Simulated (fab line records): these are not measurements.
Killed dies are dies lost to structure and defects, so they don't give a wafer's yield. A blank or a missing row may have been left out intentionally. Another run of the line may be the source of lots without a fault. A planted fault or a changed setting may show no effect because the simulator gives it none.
fab line records | flow sky130
record lots=5 wafers=15 lastDay=50
route steps=708 shown RES_XHIGH@339 SD_N@342 SALICIDE@361 LI_CONTACT@362 PAD_OPEN@708
lots that met no fault: taken from a fault-free run of the same line
startH: the number of hours between the record's first day and the start of the first shown wafer of the lot | waitH: hours from the lot's prior step to this one | " the same as in the row above | L1.1+2: a single row standing in for several wafers | - value missing, or start not given | * or withheld: withheld | < > ~ a bound
route shown NAME@n: a module of which the file shows steps, and the number in the route of the first | usual: mean/standard deviation taken from wafers without a fault | same: alike in all rows | chamber/n: place in a boat | sites: per-site readings | _std_site: how widely they spread, as a standard deviation | _edge_site: outer sites' mean less inner sites' | radiusMm: how far each site lies from the wafer's centre | mask NAME#n: copy n | behind: the last tool/chamber to shape the wafer | hold: why the lot went on hold/how many hours it stayed there/how the hold came to an end | device: names the non-switching transistor (n, p or np) | end of line: the route-end tests of the same wafers | a step with no rows: only its recipe | killed: the dies lost at the first sort to structure and to defects; this is not the yield of the wafer | map: shows each die of a wafer: x if killed, . if not, _ if none is there
set.NAME: the setting that was run; set.NAME@STEP: the one run at that earlier step | model.NAME: the simulator's own value behind a step, which no gauge read
certain route steps with their lots: each step a table, each wafer a row
services: when a tool's chamber went out of use (startH, in hours from the record's first day, below 0 if earlier), for how many hours, and the reason
## steps
# step SKY_RES_XHIGH_IMPLANT_07
# recipe species=BF2 energyKev=19.8 doseCm2=3.6e+14 tiltDeg=0
# step SKY_RES_XHIGH_STRIP_08
# recipe chemistry=O2/N2 powerW=1400 pressureMtorr=1500 platenTempC=withheld o2FlowSccm=3000 n2FlowSccm=300 overashFraction=0.5
# step SKY_SD_N_DEHYDRATE_00
# recipe tempC=200 timeS=60
# step SKY_SD_N_HMDS_01
# recipe primeTimeS=60 primeTempC=120
# step SKY_SD_N_COAT_02
# recipe resist=NOVOLAK spinRpm=3000 resistThkNm=1140
# step SKY_SD_N_SOFTBAKE_03
# recipe tempC=91.03 timeS=60 resist=NOVOLAK
# step SKY_SD_N_EXPOSE_04
# recipe maskId=NSDM na=0.6 sourceShape=conventional sigmaOuter=0.6 polarization=unpolarized targetCdNm=380 doseMj=141
# step SKY_SD_N_PEB_05
# recipe tempC=withheld timeS=* resist=NOVOLAK
# step SKY_SD_N_DEVELOP_06
# recipe resist=NOVOLAK developer=TMAH developTimeS=60 devTempC=23
# step SKY_SD_N_IMPLANT_09
# recipe species=As energyKev=50 doseCm2=4e+15 tiltDeg=0
# usual beamOnS=18.5/1.9
# same implantIonAmu=75
# columns lot.wafer tool chamber startH waitH beamOnS
L211.1 implanter-01 0 692.04 0.0 15.7
L211.2 " 0 " " 15.8
L211.5 " 0 " " 15.6
L223.1 implanter-04 0 791.73 0.0 18.8
L223.3 " 0 " " 19.2
L223.6 " 0 " " 18.5
L222.1 implanter-04 0 794.39 0.0 19.2
L222.2 " 0 " " 19.4
L222.4 " 0 " " 19.7
L224.2 implanter-04 0 797.19 0.0 18.8
L224.3 " 0 " " 18.6
L224.6 " 0 " " 19.2
L226.1 implanter-04 0 810.18 0.0 19.8
L226.4 " 0 " " 18.9
L226.6 " 0 " " 19.2
# step SKY_SD_N_IMPLANT_10
# recipe species=P energyKev=20 doseCm2=1e+14 tiltDeg=0
# step SKY_SD_N_STRIP_11
# recipe chemistry=O2/N2 powerW=1400 pressureMtorr=1500 platenTempC=withheld o2FlowSccm=3000 n2FlowSccm=300 overashFraction=0.5
# step SKY_SD_N_CLEAN_13
# recipe chemistry=SC1/SC2 mix=1:4:20 tempC=70 timeS=150 dry=n2Spin
# step SKY_SD_N_RTA_14
# recipe tempC=1075 timeS=2 idleTempC=650 rampUpCPerS=150 rampDownCPerS=90 ambient=N2
# step SKY_SALICIDE_CLEAN_00
# recipe chemistry=HF-last timeS=30 dilution=100:1 dry=ipaMarangoni
# step SKY_LI_CONTACT_HDPCVD_00
# recipe material=PSG targetThkNm=930 sigmaOpenFrac=0.3 timeS=155 tempC=600 sih4FlowSccm=60 pressureMtorr=6
# step SKY_LI_CONTACT_CMP_02
# recipe material=PSG downForcePsi=4 platenRpm=60 padVelocityMS=0.94248
# step SKY_LI_CONTACT_DEHYDRATE_04
# recipe tempC=200 timeS=60
# step SKY_LI_CONTACT_HMDS_05
# recipe primeTimeS=60 primeTempC=120
# step SKY_LI_CONTACT_COAT_06
# recipe resist=BARC tempC=withheld timeS=withheld spinRpm=3000 resistThkNm=60
# step SKY_LI_CONTACT_COAT_07
# recipe resist=KrF-thick spinRpm=3000 resistThkNm=450
# step SKY_LI_CONTACT_SOFTBAKE_08
# recipe tempC=100 timeS=90 resist=KrF-thick
# step SKY_LI_CONTACT_EXPOSE_09
# recipe maskId=LICM1 na=0.8 sourceShape=annular sigmaInner=0.55 sigmaOuter=0.85 targetCdNm=170 doseMj=38
# step SKY_LI_CONTACT_PEB_10
# recipe pebTempC=withheld pebTimeS=withheld resist=KrF-thick
# step SKY_LI_CONTACT_DEVELOP_11
# recipe developTimeS=60 resist=KrF-thick devTempC=21
# step SKY_LI_CONTACT_ETCH_14
# recipe chemistry=N2/H2 target=BARC ionEnergyEv=200 sourceW=500 biasW=100 pressureMtorr=30 n2FlowSccm=100 h2FlowSccm=200 stopOn=SiO2 timeS=45.9 targetDepthA=600
# step SKY_LI_CONTACT_ETCH_15
# recipe target=PSG chemistry=C4F8/O2/Ar stopOn=Si taperDeg=4.15 maskMaterial=KrF-thick sourceW=1500 biasW=1200 pressureMtorr=40 c4f8FlowSccm=withheld O2_flow_sccm=6 Ar_flow_sccm=300 timeS=withheld targetDepthA=6000
# step SKY_LI_CONTACT_STRIP_16
# recipe chemistry=O2/N2 powerW=1400 pressureMtorr=1500 platenTempC=withheld o2FlowSccm=3000 n2FlowSccm=300 overashFraction=0.5
# step SKY_LI_CONTACT_CLEAN_17
# recipe chemistry=NMP timeS=600 tempC=60 dry=n2Spin
# step SKY_LI_CONTACT_PRE_CLEAN_18
# recipe gas=Ar timeS=5.6 biasV=358
# step SKY_PAD_OPEN_PROBE_99
# usual killed_at_M0_to_M3=43/7.2 killed_at_M4_up=3.3/2 killedAtContacts=25/5.8 killedAtFrontEnd=15/4.5 killedAtOther=0.3/0.62 killedDies=86/9.4 killedOpen=47/7.1 killedShort=39/6
# same grossDies=492 killedAtBackSide=0
# columns lot.wafer tool chamber startH waitH killed_at_M0_to_M3 killed_at_M4_up killedAtContacts killedAtFrontEnd killedAtOther killedDies killedOpen killedShort model.etest.nfet_16v.rOnOhmUm model.etest.nfetG5v0d10v5.rOnOhmUm model.etest.nfet_01v8.rOnOhmUm model.etest.sonosUncharged.rOnOhmUm model.etest.nfet_05v0_nvt.driveUaUm model.etest.nfetG5v0d10v5.driveUaUm model.etest.nfet_01v8.driveUaUm model.etest.nfet_01v8_turned.driveUaUm
L211.1 prober-01 - 1111.51 0.1 40 5 23 15 0 83 46 37 1.411e+04 1924 886.5 823.5 561.3 588.8 452.8 461.9
L211.2 prober-01 - 1111.56 0.1 52 5 32 10 0 99 55 44 1.398e+04 1903 863.8 834.8 569.5 600.1 468.5 472.2
L211.5 prober-01 - 1111.71 0.2 42 5 27 12 0 86 39 47 1.406e+04 1888 882.9 823.5 565.3 595.4 459.9 463.9
L223.1 prober-02 - 1176.13 0.1 50 1 24 17 0 92 44 48 1.42e+04 1910 866.3 821.3 563.1 596.3 472.7 473
L223.3 prober-02 - 1176.23 0.2 34 3 24 9 1 71 40 31 1.395e+04 1901 881.2 815.1 575.5 606.2 461.6 462.8
L223.6 prober-02 - 1176.38 0.2 37 3 31 21 0 92 49 43 1.412e+04 1906 857.3 805.2 564.6 588.4 476.4 476.4
L222.1 prober-01 - 1181.12 0.1 43 5 28 22 0 98 38 59 1.464e+04 2069 933 850.7 535.7 566.2 450.6 453.6
L222.2 prober-01 - 1181.17 0.1 43 1 20 15 0 79 48 30 1.458e+04 2032 937.7 833.3 540 576.4 449.4 449.4
L222.4 prober-01 - 1181.27 0.2 33 4 19 14 0 70 37 33 1.455e+04 2000 920.5 839.8 551.8 583.4 449.5 449.1
L224.2 prober-02 - 1183.16 0.1 41 2 26 13 0 82 50 31 1.451e+04 2057 935.5 841.9 540 571.7 443.9 443.6
L224.3 prober-02 - 1183.21 0.2 30 2 19 14 0 65 32 33 1.459e+04 2022 923.4 844.1 542.9 575.2 450.1 453.3
L224.6 prober-02 - 1183.36 0.2 29 3 36 10 0 78 44 33 1.455e+04 2036 931 843.5 546.4 578 447.6 449.4
L226.1 prober-02 - 1189.89 0.1 62 2 32 14 0 110 63 46 1.466e+04 2016 901.4 829 547.1 578.3 464.1 467.4
L226.4 prober-02 - 1190.04 0.2 48 6 32 10 2 98 55 42 1.478e+04 2005 883.9 845.9 539.9 568.7 476.4 474.6
L226.6 prober-02 - 1190.14 0.2 53 4 28 18 0 103 65 38 1.472e+04 2052 908.7 856.1 539.3 571.9 457.6 462.1
# killed by level:class
L211.1 VIA1:geometricParticle:open=12 VIA2:geometricParticle:open=8 METAL2:geometricParticle:short=6 LI_CONTACT:geometricParticle:short=5 CONTACT:geometricParticle:open=5 FIELD_ISO:geometricParticle:open=4 LI_CONTACT:geometricParticle:open=4 LOCAL_INTERCONNECT:geometricParticle:short=4
L211.2 CONTACT:geometricParticle:open=15 VIA1:geometricParticle:open=14 LI_CONTACT:geometricParticle:open=8 METAL1:geometricParticle:short=8 METAL2:geometricParticle:short=6 VIA2:geometricParticle:short=5 METAL4:geometricParticle:short=5 LOCAL_INTERCONNECT:geometricParticle:short=4
L211.5 CONTACT:geometricParticle:open=10 VIA1:geometricParticle:short=9 METAL2:geometricParticle:short=7 VIA1:geometricParticle:open=6 LI_CONTACT:geometricParticle:short=6 VIA2:geometricParticle:open=6 POLY_GATE:geometricParticle:open=4 LI_CONTACT:geometricParticle:open=4
L223.1 VIA1:geometricParticle:open=17 METAL1:geometricParticle:short=8 CONTACT:geometricParticle:open=7 FIELD_ISO:geometricParticle:short=5 LI_CONTACT:geometricParticle:short=5 LI_CONTACT:geometricParticle:open=5 VIA3:geometricParticle:short=5 LOCAL_INTERCONNECT:geometricParticle:short=4
L223.3 CONTACT:geometricParticle:open=8 LI_CONTACT:geometricParticle:open=7 VIA3:geometricParticle:open=7 METAL2:geometricParticle:short=6 FIELD_ISO:geometricParticle:open=5 VIA1:geometricParticle:open=5 CONTACT:geometricParticle:short=5 VIA1:geometricParticle:short=5
L223.6 CONTACT:geometricParticle:open=14 METAL1:geometricParticle:short=7 VIA1:geometricParticle:open=7 VIA3:geometricParticle:open=7 LI_CONTACT:geometricParticle:short=6 POLY_GATE:geometricParticle:open=5 LI_CONTACT:geometricParticle:open=5 FIELD_ISO:geometricParticle:open=4
L222.1 FIELD_ISO:geometricParticle:short=9 CONTACT:geometricParticle:open=9 VIA1:geometricParticle:open=8 METAL1:geometricParticle:short=8 METAL2:geometricParticle:short=7 CONTACT:geometricParticle:short=6 LI_CONTACT:geometricParticle:short=5 LI_CONTACT:geometricParticle:open=5
L222.2 CONTACT:geometricParticle:open=11 VIA1:geometricParticle:open=10 VIA3:geometricParticle:open=6 POLY_GATE:geometricParticle:open=5 METAL1:geometricParticle:short=5 LI_CONTACT:geometricParticle:open=5 VIA1:geometricParticle:short=5 VIA2:geometricParticle:open=5
L222.4 CONTACT:geometricParticle:open=6 LI_CONTACT:geometricParticle:open=5 CONTACT:geometricParticle:short=5 METAL2:geometricParticle:short=5 POLY_GATE:geometricParticle:open=4 VIA2:geometricParticle:open=4 VIA1:geometricParticle:open=4 VIA3:geometricParticle:open=4
L224.2 LI_CONTACT:geometricParticle:open=9 VIA1:geometricParticle:open=8 VIA2:geometricParticle:short=8 CONTACT:geometricParticle:open=7 VIA2:geometricParticle:open=7 POLY_GATE:geometricParticle:open=5 LOCAL_INTERCONNECT:geometricParticle:short=5 FIELD_ISO:geometricParticle:open=4
L224.3 POLY_GATE:geometricParticle:short=6 LOCAL_INTERCONNECT:geometricParticle:short=6 VIA2:geometricParticle:open=6 POLY_GATE:geometricParticle:open=5 CONTACT:geometricParticle:open=5 LI_CONTACT:geometricParticle:open=5 METAL2:geometricParticle:short=5 VIA1:geometricParticle:open=4
L224.6 LI_CONTACT:geometricParticle:open=10 CONTACT:geometricParticle:open=9 LI_CONTACT:geometricParticle:short=7 CONTACT:geometricParticle:short=7 VIA3:geometricParticle:open=7 VIA1:geometricParticle:open=6 VIA2:geometricParticle:open=5 LOCAL_INTERCONNECT:geometricParticle:short=3
L226.1 VIA1:geometricParticle:open=15 VIA3:geometricParticle:open=13 CONTACT:geometricParticle:open=12 METAL1:geometricParticle:short=8 LI_CONTACT:geometricParticle:open=8 VIA1:geometricParticle:short=7 FIELD_ISO:geometricParticle:short=6 LOCAL_INTERCONNECT:geometricParticle:short=5
L226.4 VIA1:geometricParticle:open=15 LI_CONTACT:geometricParticle:open=10 CONTACT:geometricParticle:open=8 VIA1:geometricParticle:short=8 CONTACT:geometricParticle:short=5 VIA3:geometricParticle:open=5 VIA2:geometricParticle:open=5 METAL4:geometricParticle:short=5
L226.6 VIA1:geometricParticle:open=18 CONTACT:geometricParticle:open=10 VIA3:geometricParticle:open=10 VIA2:geometricParticle:open=8 CONTACT:geometricParticle:short=7 POLY_GATE:geometricParticle:short=6 FIELD_ISO:geometricParticle:open=5 POLY_GATE:geometricParticle:open=4
## services
# columns tool chamber startH hours kind
implanter-04 - 722.04 5.5 repair
## key
firstSign none at tools or gauges
modelEffect step=SKY_PAD_OPEN_PROBE_99 value=etest.nfet_16v.rOnOhmUm without=1.408e+04 struck=1.462e+04
metAt SKY_SD_N_IMPLANT_09
struckWafers L222.1,L222.2,L222.4,L224.2,L224.3,L224.6,L226.1,L226.4,L226.6
testerLeftOut L222,L224,L226
onsetBetween 791.73 794.39
alsoFits time
fault kind=processParameterDrift tool=implanter-04 chamber=- onsetH=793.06 steps=SKY_SD_N_IMPLANT_09 channel=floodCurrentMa offset=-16 shape=step endH=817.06
# testerLeftOut: of these lots the tester's yield and bins aren't shown, on N5 and GAA mostly nor the transistor test; their killed dies are dies lost to structure and defects alone, not to doping, threshold or leakage, so they don't give the yield
